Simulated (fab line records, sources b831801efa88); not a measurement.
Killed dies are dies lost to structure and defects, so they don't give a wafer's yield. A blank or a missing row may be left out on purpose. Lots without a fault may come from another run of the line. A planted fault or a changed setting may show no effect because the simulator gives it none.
fab line records | flow sky130 | part 2 of 2: steps 33 to 41 of 41
record lots=5 wafers=15 last_day=50
route steps=708 shown CAPM@553 METAL3@555 VIA3@573
lots that met no fault: from a run of the same line without faults
start_h: hours from the record's first day to the start of the lot's first wafer shown | wait_h: hours since the lot's step before | " the same as in the row above | L1.1+2: a row that stands for several wafers | - no value, or no start given | * or withheld: withheld | < > ~ a bound
route shown NAME@n: a module of which the file shows steps, and the number in the route of the first | usual: mean/standard deviation of fault-free wafers | same: alike in all rows | chamber/n: place in a boat | sites: the reading at each site | _std_site: their standard deviation | _edge_site: outer sites' mean less inner sites' | radius_mm: how far each site lies from the wafer's centre | mask NAME#n: copy n | behind: the tool/chamber that last shaped the wafer | hold: why the lot was held/for how many hours/how that ended | device: the transistor (n, p or np) that didn't switch | end of line: the same wafers' tests at the end of the route | a step without rows: its recipe alone | killed: dies lost to structure and defects at the first sort, not the wafer's yield | map: a wafer's dies, x killed, . not, _ none there
set.NAME: the setting as run; set.NAME@STEP: as run at that earlier step | model.NAME: the simulator's own value behind a step, which no gauge read
lots at some steps of the route; a table a step, a row a wafer
services: from which hour (start_h, from the record's first day; less than 0 if before it) a tool's chamber was out of use, for how many hours, and why
## steps
# step SKY_VIA3_CD_MEAS_12
# recipe target_cd_nm=200
# usual cd_nm=199.4/1.4
# columns lot.wafer tool chamber start_h wait_h cd_nm
L078.3 cd_sem-01 - 954.25 - 200.9
L078.4 " - " " 199.4
L078.5 " - " " 199.6
L088.1 cd_sem-01 - 1027.71 - 199.8
L088.3 " - " " 197.9
L088.6 " - " " 199.8
L090.1 cd_sem-01 - 1035.46 - 197.8
L090.2 " - " " 198.7
L090.5 " - " " 196.3
L092.1 cd_sem-02 - 1055.86 - 199.8
L092.3 " - " " 200.1
L092.6 " - " " 199.8
L095.2 cd_sem-02 - 1069.18 - 202.6
L095.4 " - " " 200.6
L095.6 " - " " 201.7
# step SKY_VIA3_OVL_MEAS_13
# usual VIA3_OVL=-4/5.5
# columns lot.wafer tool chamber start_h wait_h VIA3_OVL[nm]
L078.3 overlay-01 - 954.34 0.1 -13
L078.4 " - " " -6
L078.5 " - " " -4
L088.1 overlay-01 - 1027.83 0.1 -13
L088.3 " - " " 4
L088.6 " - " " -9
L090.1 overlay-02 - 1035.58 0.1 -13
L090.2 " - " " -3
L090.5 " - " " -7
L092.1 overlay-02 - 1055.98 0.1 4
L092.3 " - " " 10
L092.6 " - " " 7
L095.2 overlay-02 - 1069.29 0.1 -3
L095.4 " - " " -5
L095.6 " - " " -1
# step SKY_VIA3_ETCH_14
# recipe chemistry=N2/H2 target=BARC ion_energy_ev=200 source_w=500 bias_w=100 pressure_mtorr=30 n2_flow_sccm=100 h2_flow_sccm=200 stop_on=SiO2 time_s=45.9 target_depth_a=600
# usual chamber_pressure_mTorr=30.003/0.028 drypump_motor_current_A=5.8/0.45 oes_product_au=0.854/0.0048 throttle_valve_pct=13.223/0.0083
# columns lot.wafer tool chamber start_h wait_h chamber_pressure_mTorr drypump_motor_current_A oes_product_au rf_hours_counter_h throttle_valve_pct
L078.3 rie_diel-02 1 954.37 0.0 30.053 6.2 0.855 3 13.244
L078.4 " 3 " " 30.051 5.2 0.849 5 13.216
L078.5 " 2 " " 29.976 5.9 0.855 - 13.214
L088.1 rie_diel-04 1 1027.87 0.0 30.036 5.7 0.858 12 13.226
L088.3 " 3 " " 30.010 6.3 0.850 24 13.244
L088.6 " 1 " " 30.012 5.7 0.859 - 13.229
L090.1 rie_diel-02 0 1035.62 0.0 29.923 5.7 0.851 6 13.226
L090.2 " 2 " " 30.052 5.9 0.855 16 13.218
L090.5 " 3 " " 29.980 5.2 0.844 - 13.229
L092.1 rie_diel-04 1 1056.02 0.0 29.961 5.7 0.848 13 13.229
L092.3 " 2 " " 29.985 5.2 0.860 13 13.211
L092.6 " 0 " " 30.014 6.0 0.854 - 13.213
L095.2 rie_diel-02 1 1069.32 0.0 29.951 6.2 0.862 7 13.220
L095.4 " 3 " " 29.984 5.2 0.860 9 13.216
L095.6 " 2 " " 29.996 5.9 0.856 - 13.222
# step SKY_VIA3_ETCH_15
# recipe target=SiO2 chemistry=C4F8/O2/Ar target_depth_nm=507 stop_on=TiN mask_material=KrF-thick source_w=1500 bias_w=1200 pressure_mtorr=40 c4f8_flow_sccm=withheld O2_flow_sccm=6 Ar_flow_sccm=300 time_s=78
# usual chamber_pressure_mTorr=39.99/0.04 oes_product_au=0.946/0.0051
# columns lot.wafer tool chamber start_h wait_h chamber_pressure_mTorr oes_product_au rf_hours_counter_h
L078.3 rie_diel-02 1 954.41 0.0 39.97 0.947 3
L078.4 " 3 " " 40.03 0.947 5
L078.5 " 2 " " 39.99 0.954 -
L088.1 rie_diel-04 1 1027.91 0.0 39.99 0.943 12
L088.3 " 3 " " 39.95 0.948 24
L088.6 " 1 " " 39.98 0.948 -
L090.1 rie_diel-02 0 1035.66 0.0 40.02 0.945 6
L090.2 " 2 " " 40.07 0.943 16
L090.5 " 3 " " 39.99 0.951 -
L092.1 rie_diel-04 1 1056.06 0.0 39.97 0.950 13
L092.3 " 2 " " 40.00 0.955 13
L092.6 " 0 " " 39.99 0.945 -
L095.2 rie_diel-02 1 1069.36 0.0 40.05 0.945 7
L095.4 " 3 " " 40.04 0.947 9
L095.6 " 2 " " 39.97 0.937 -
# step SKY_VIA3_STRIP_16
# recipe chemistry=O2/N2 power_w=1400 pressure_mtorr=1500 platen_temp_c=withheld o2_flow_sccm=3000 n2_flow_sccm=300 overash_fraction=0.5
# usual chamber_pressure_mTorr=1500.1/1.3 drypump_motor_current_A=6.0/0.58 oes_product_au=0.402/0.0043 strip_time_to_endpoint_s=4.133/0.025
# columns lot.wafer tool chamber start_h wait_h chamber_pressure_mTorr drypump_motor_current_A oes_product_au rf_hours_counter_h strip_time_to_endpoint_s
L078.3 plasma_asher-02 0 954.50 0.1 1500.8 6.0 0.404 - 4.115
L078.4 " 1 " " 1500.7 6.2 0.402 - 4.138
L078.5 " 0 " " 1498.5 5.9 0.396 - 4.094
L088.1 plasma_asher-03 0 1027.97 0.0 1499.8 6.1 0.398 61 4.143
L088.3 " 0 " " 1499.3 6.1 0.396 - 4.113
L088.6 " 0 " " 1498.2 6.1 0.406 - 4.172
L090.1 plasma_asher-03 0 1035.72 0.0 1500.0 6.0 0.400 62 4.124
L090.2 " 1 " " 1500.7 6.6 0.397 62 4.119
L090.5 " 0 " " 1501.0 6.0 0.402 - 4.155
L092.1 plasma_asher-03 0 1056.12 0.0 1499.5 6.0 0.406 64 4.132
L092.3 " 0 " " 1499.5 6.1 0.405 - 4.094
L092.6 " 0 " " 1498.6 6.0 0.400 - 4.078
L095.2 plasma_asher-03 1 1069.42 0.0 1500.3 6.6 0.403 65 4.124
L095.4 " 1 " " 1499.3 6.7 0.397 - 4.147
L095.6 " 1 " " 1500.3 6.6 0.393 - 4.119
# step SKY_VIA3_STRIP_17
# recipe chemistry=post_etch_residue_remover time_s=1200 temp_c=72.5
# usual bath_guard_temp_C=72.2/0.53
# columns lot.wafer tool chamber start_h wait_h bath_guard_temp_C
L078.3 wet_bench-04 2 954.57 0.0 71.6
L078.4 " 2 " " 71.7
L078.5 " 2 " " 71.5
L088.1 wet_bench-01 1 1028.16 0.2 72.5
L088.3 " 1 " " 72.6
L088.6 " 1 " " 72.6
L090.1 wet_bench-02 2 1035.82 0.1 73.2
L090.2 " 2 " " 73.4
L090.5 " 2 " " 72.9
L092.1 wet_bench-01 1 1056.22 0.1 72.4
L092.3 " 1 " " 72.8
L092.6 " 1 " " 72.2
L095.2 wet_bench-02 3 1069.52 0.1 71.5
L095.4 " 3 " " 71.5
L095.6 " 3 " " 71.7
# step SKY_VIA3_CLEAN_18
# recipe chemistry=IPA time_s=180 temp_c=25
# columns lot.wafer tool chamber start_h wait_h
L078.3+4+5 wet_bench-02 3 954.94 0.0
L088.1+3+6 wet_bench-02 0 1028.50 0.0
L090.1+2+5 wet_bench-02 1 1036.16 0.0
L092.1+3+6 wet_bench-02 0 1056.56 0.0
L095.2+4+6 wet_bench-01 1 1069.86 0.0
# step SKY_VIA3_CLEAN_19
# recipe chemistry=O3/DIW dry=n2_spin
# columns lot.wafer tool chamber start_h wait_h
L078.3+4+5 wet_bench-01 0 955.00 0.0
L088.1+3+6 wet_bench-01 0 1028.56 0.0
L090.1+2+5 wet_bench-02 3 1036.22 0.0
L092.1+3+6 wet_bench-01 2 1056.62 0.0
L095.2+4+6 wet_bench-02 3 1069.93 0.0
# step SKY_VIA3_SPUTTER_20
# recipe material=TiN target_thk_nm=20 chamber_pressure_pa=5 power_w=4000 time_s=80
# usual throttle_valve_pct=30.1/0.75
# columns lot.wafer tool chamber start_h wait_h throttle_valve_pct
L078.3 pvd_sputter-01 - 955.09 0.0 30.4
L078.4 " - " " 30.2
L078.5 " - " " 29.7
L088.1 pvd_sputter-01 - 1028.65 0.0 30.1
L088.3 " - " " 29.7
L088.6 " - " " 30.5
L090.1 pvd_sputter-02 - 1036.31 0.0 29.9
L090.2 " - " " 29.5
L090.5 " - " " 30.0
L092.1 pvd_sputter-02 - 1056.71 0.0 29.6
L092.3 " - " " 29.5
L092.6 " - " " 30.3
L095.2 pvd_sputter-04 - 1070.02 0.0 31.5
L095.4 " - " " 29.3
L095.6 " - " " 31.6
## services
# columns tool chamber start_h hours kind
rie_metal-03 - 878.92 0.6 repair
rie_metal-04 1 887.75 8.3 repair
krf_scanner-01 - 905.11 1.0 pm
krf_scanner-01 - 918.31 1.3 pm
rie_diel-04 0 919.99 4.1 repair
rie_metal-03 1 923.81 2.9 repair
rie_metal-03 - 930.27 2.8 pm
rie_diel-02 3 934.49 2.9 repair
rie_diel-02 - 937.63 2.8 pm
rie_metal-01 - 946.37 10.0 pm
rie_metal-01 - 970.27 15.6 pm
wet_bench-03 - 983.02 1.9 pm
rie_diel-02 1 986.46 4.9 repair
krf_scanner-01 - 1013.12 0.3 repair
wet_bench-04 - 1015.38 53.1 pm
rie_diel-02 - 1042.67 1.0 repair
wet_bench-01 - 1046.09 3.1 repair
krf_scanner-01 - 1050.67 3.0 repair
krf_scanner-01 - 1051.28 0.8 repair
rie_metal-01 0 1054.41 21.0 repair
rie_diel-02 2 1063.57 3.9 repair
krf_scanner-01 - 1065.90 3.6 pm
wet_bench-04 - 1068.52 1.9 pm
krf_scanner-01 - 1069.45 0.8 pm
